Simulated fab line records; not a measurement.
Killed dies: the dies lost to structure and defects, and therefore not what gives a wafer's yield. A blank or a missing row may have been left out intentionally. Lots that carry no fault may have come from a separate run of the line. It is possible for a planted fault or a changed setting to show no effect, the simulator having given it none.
The tool behind it: which one? / flow sky130 / Sampling: 11 lots, 33 wafers, 4 of 708 route steps

WHAT THE GAUGES SHOWED, per wafer
SKY_SD_P_CD_MEAS_07: the cd target is 380 nm. Usual: 379.1 nm for cd_nm, sd 2.6.
lot=L787; measured=day 24 22:46; on=cd_sem-01; cd_nm (nm)=378.5 379.6 380.9; flag=
lot=L789; measured=day 26 04:35; on=cd_sem-01; cd_nm (nm)=378.3 376.3 376.3; flag=
lot=L788; measured=day 26 12:54; on=cd_sem-01; cd_nm (nm)=381.4 382.2 384.2; flag=
lot=L793; measured=day 27 15:05; on=cd_sem-02; cd_nm (nm)=377.0 377.2 374.4; flag=
lot=L795; measured=day 28 02:56; on=cd_sem-01; cd_nm (nm)=385.6 384.7 384.2; flag=
lot=L796; measured=day 28 10:47; on=cd_sem-01; cd_nm (nm)=377.1 378.0 379.4; flag=
lot=L797; measured=day 29 09:05; on=cd_sem-02; cd_nm (nm)=380.9 381.1 381.3; flag=
lot=L807; measured=day 32 03:50; on=cd_sem-02; cd_nm (nm)=378.9 376.6 375.9; flag=
lot=L805; measured=day 32 05:38; on=cd_sem-02; cd_nm (nm)=377.6 376.7 374.6; flag=
lot=L809; measured=day 32 18:23; on=cd_sem-01; cd_nm (nm)=378.3 376.6 377.6; flag=
lot=L810; measured=day 33 11:55; on=cd_sem-01; cd_nm (nm)=377.0 375.6 375.8; flag=

WHICH TOOL RAN EACH LOT (tool, then ch and the chambers of the sampled wafers, then the start)
lot=L787; SKY_POLY_CUT_COAT_03=litho_track-03 ch 0, day 23 03:00; SKY_POLY_CUT_ETCH_10=rie_diel-02 ch 0,3, day 23 17:54; SKY_POLY_CUT_STRIP_12=plasma_asher-03 ch 0,1, day 23 17:59
lot=L789; SKY_POLY_CUT_COAT_03=litho_track-02 ch 0, day 24 08:00; SKY_POLY_CUT_ETCH_10=rie_diel-01 ch 0,3, day 24 23:21; SKY_POLY_CUT_STRIP_12=plasma_asher-02 ch 0,1, day 24 23:26
lot=L788; SKY_POLY_CUT_COAT_03=litho_track-03 ch 0, day 24 16:00; SKY_POLY_CUT_ETCH_10=rie_diel-02 ch 1,2, day 25 07:36; SKY_POLY_CUT_STRIP_12=plasma_asher-01 ch 0,1, day 25 07:43
lot=L793; SKY_POLY_CUT_COAT_03=litho_track-03 ch 0, day 25 19:00; SKY_POLY_CUT_ETCH_10=rie_diel-01 ch 1,2,3, day 26 11:16; SKY_POLY_CUT_STRIP_12=plasma_asher-01 ch 0,1, day 26 11:21
lot=L795; SKY_POLY_CUT_COAT_03=litho_track-03 ch 0, day 26 08:00; SKY_POLY_CUT_ETCH_10=rie_diel-01 ch 2,3, day 26 22:54; SKY_POLY_CUT_STRIP_12=plasma_asher-03 ch 0,1, day 26 22:59
lot=L796; SKY_POLY_CUT_COAT_03=litho_track-03 ch 0, day 26 16:00; SKY_POLY_CUT_ETCH_10=rie_diel-02 ch 0,3, day 27 06:23; SKY_POLY_CUT_STRIP_12=plasma_asher-02 ch 0,1, day 27 06:31
lot=L797; SKY_POLY_CUT_COAT_03=litho_track-02 ch 0, day 27 14:00; SKY_POLY_CUT_ETCH_10=rie_diel-04 ch 0,2, day 28 04:24; SKY_POLY_CUT_STRIP_12=plasma_asher-01 ch 0,1, day 28 04:29
lot=L807; SKY_POLY_CUT_COAT_03=litho_track-03 ch 0, day 30 11:00; SKY_POLY_CUT_ETCH_10=rie_diel-04 ch 2,3, day 31 01:07; SKY_POLY_CUT_STRIP_12=plasma_asher-03 ch 0,1, day 31 01:16
lot=L805; SKY_POLY_CUT_COAT_03=litho_track-03 ch 0, day 30 12:00; SKY_POLY_CUT_ETCH_10=rie_diel-02 ch 0,1,2, day 31 02:29; SKY_POLY_CUT_STRIP_12=plasma_asher-02 ch 0, day 31 02:34
lot=L809; SKY_POLY_CUT_COAT_03=litho_track-03 ch 0, day 31 00:00; SKY_POLY_CUT_ETCH_10=rie_diel-04 ch 1,3, day 31 15:00; SKY_POLY_CUT_STRIP_12=plasma_asher-03 ch 0,1, day 31 15:05
lot=L810; SKY_POLY_CUT_COAT_03=litho_track-03 ch 0, day 31 19:00; SKY_POLY_CUT_ETCH_10=rie_diel-04 ch 1,2, day 32 09:27; SKY_POLY_CUT_STRIP_12=plasma_asher-01 ch 0,1, day 32 09:32
- SKY_POLY_CUT_COAT_03: resist thk 450 nm.
- SKY_POLY_CUT_ETCH_10: etches BARC in N2/H2, stops on SiO2, time 45.9 s, target depth 60 nm.
- SKY_POLY_CUT_STRIP_12: strips in O2/N2.

WHAT THE TOOLS THEMSELVES READ (means of the sampled wafers that have a number; where no wafer has one, the mark that the record gives instead)
SKY_POLY_CUT_COAT_03. Usual: 2999.6 rpm for spin_speed_rpm, sd 1.8.
lot=L787; tool=litho_track-03; spin_speed_rpm (rpm)=2996.8; flag=
lot=L789; tool=litho_track-02; spin_speed_rpm (rpm)=3000.2; flag=
lot=L788; tool=litho_track-03; spin_speed_rpm (rpm)=3000.8; flag=
lot=L793; tool=litho_track-03; spin_speed_rpm (rpm)=2999.1; flag=
lot=L795; tool=litho_track-03; spin_speed_rpm (rpm)=2857.9; flag=OFF
lot=L796; tool=litho_track-03; spin_speed_rpm (rpm)=2856.8; flag=OFF
lot=L797; tool=litho_track-02; spin_speed_rpm (rpm)=3000.9; flag=
lot=L807; tool=litho_track-03; spin_speed_rpm (rpm)=3000.8; flag=
lot=L805; tool=litho_track-03; spin_speed_rpm (rpm)=3001.5; flag=
lot=L809; tool=litho_track-03; spin_speed_rpm (rpm)=2999.9; flag=
lot=L810; tool=litho_track-03; spin_speed_rpm (rpm)=3002.2; flag=

SKY_POLY_CUT_ETCH_10. Usual: bias_w 99.97 W, standard deviation 0.29; drypump_motor_current_A 5.7 A, standard deviation 0.48; oes_product_au 0.854 a.u., standard deviation 0.005; throttle_valve_pct 13.225 %, standard deviation 0.0086.
lot=L787; tool=rie_diel-02; bias_w (W)=99.95; drypump_motor_current_A (A)=6.0; oes_product_au (a.u.)=0.860; throttle_valve_pct (%)=13.219; flag=
lot=L789; tool=rie_diel-01; bias_w (W)=100.02; drypump_motor_current_A (A)=6.3; oes_product_au (a.u.)=0.850; throttle_valve_pct (%)=13.224; flag=
lot=L788; tool=rie_diel-02; bias_w (W)=99.86; drypump_motor_current_A (A)=5.2; oes_product_au (a.u.)=0.855; throttle_valve_pct (%)=13.220; flag=
lot=L793; tool=rie_diel-01; bias_w (W)=99.94; drypump_motor_current_A (A)=6.0; oes_product_au (a.u.)=0.858; throttle_valve_pct (%)=13.227; flag=
lot=L795; tool=rie_diel-01; bias_w (W)=99.85; drypump_motor_current_A (A)=6.3; oes_product_au (a.u.)=0.859; throttle_valve_pct (%)=13.224; flag=
lot=L796; tool=rie_diel-02; bias_w (W)=99.82; drypump_motor_current_A (A)=5.8; oes_product_au (a.u.)=0.854; throttle_valve_pct (%)=13.226; flag=
lot=L797; tool=rie_diel-04; bias_w (W)=100.13; drypump_motor_current_A (A)=5.3; oes_product_au (a.u.)=0.861; throttle_valve_pct (%)=13.218; flag=
lot=L807; tool=rie_diel-04; bias_w (W)=99.77; drypump_motor_current_A (A)=5.5; oes_product_au (a.u.)=0.853; throttle_valve_pct (%)=13.223; flag=
lot=L805; tool=rie_diel-02; bias_w (W)=100.25; drypump_motor_current_A (A)=5.6; oes_product_au (a.u.)=0.857; throttle_valve_pct (%)=13.227; flag=
lot=L809; tool=rie_diel-04; bias_w (W)=100.31; drypump_motor_current_A (A)=5.6; oes_product_au (a.u.)=0.853; throttle_valve_pct (%)=13.224; flag=
lot=L810; tool=rie_diel-04; bias_w (W)=100.28; drypump_motor_current_A (A)=6.1; oes_product_au (a.u.)=0.848; throttle_valve_pct (%)=13.224; flag=

SKY_POLY_CUT_STRIP_12. Usual: drypump_motor_current_A 5.59 A, standard deviation 0.27; oes_product_au 0.452 a.u., standard deviation 0.0045; strip_time_to_endpoint_s 5.357 s, standard deviation 0.018.
lot=L787; tool=plasma_asher-03; drypump_motor_current_A (A)=5.82; oes_product_au (a.u.)=0.457; strip_time_to_endpoint_s (s)=5.369; flag=
lot=L789; tool=plasma_asher-02; drypump_motor_current_A (A)=5.25; oes_product_au (a.u.)=0.449; strip_time_to_endpoint_s (s)=5.372; flag=
lot=L788; tool=plasma_asher-01; drypump_motor_current_A (A)=5.57; oes_product_au (a.u.)=0.454; strip_time_to_endpoint_s (s)=5.365; flag=
lot=L793; tool=plasma_asher-01; drypump_motor_current_A (A)=5.70; oes_product_au (a.u.)=0.454; strip_time_to_endpoint_s (s)=5.373; flag=
lot=L795; tool=plasma_asher-03; drypump_motor_current_A (A)=5.79; oes_product_au (a.u.)=0.455; strip_time_to_endpoint_s (s)=5.452; flag=OFF
lot=L796; tool=plasma_asher-02; drypump_motor_current_A (A)=5.40; oes_product_au (a.u.)=0.460; strip_time_to_endpoint_s (s)=5.480; flag=OFF
lot=L797; tool=plasma_asher-01; drypump_motor_current_A (A)=5.70; oes_product_au (a.u.)=0.454; strip_time_to_endpoint_s (s)=5.351; flag=
lot=L807; tool=plasma_asher-03; drypump_motor_current_A (A)=5.86; oes_product_au (a.u.)=0.449; strip_time_to_endpoint_s (s)=5.347; flag=
lot=L805; tool=plasma_asher-02; drypump_motor_current_A (A)=5.57; oes_product_au (a.u.)=0.453; strip_time_to_endpoint_s (s)=5.366; flag=
lot=L809; tool=plasma_asher-03; drypump_motor_current_A (A)=5.84; oes_product_au (a.u.)=0.454; strip_time_to_endpoint_s (s)=5.352; flag=
lot=L810; tool=plasma_asher-01; drypump_motor_current_A (A)=5.58; oes_product_au (a.u.)=0.455; strip_time_to_endpoint_s (s)=5.361; flag=

THE ANSWER, worked out from the rows above alone
Rule: a lot counts as off when the mean over its wafers that have a number is more than 3 standard deviations away from the usual mean. Also off: a lot with no number at a reading for which 4 or more lots have one. All remaining lots with rows at the step are treated as sound. After the gauges, taken in route order, come the tools' own readings; for these a lot's mean is taken, as printed above. The first step at which some lot is off is used, and at that step the reading that is off furthest; a lot without a number counts as furthest.
Off at SKY_POLY_CUT_COAT_03 (spin_speed_rpm): L795, L796.
A tool fits if, at that step or a process step before it, it ran every lot that is off, and no sound lot after the first of them. Of those tried, none fits.

WHAT THE SIMULATOR PUT IN
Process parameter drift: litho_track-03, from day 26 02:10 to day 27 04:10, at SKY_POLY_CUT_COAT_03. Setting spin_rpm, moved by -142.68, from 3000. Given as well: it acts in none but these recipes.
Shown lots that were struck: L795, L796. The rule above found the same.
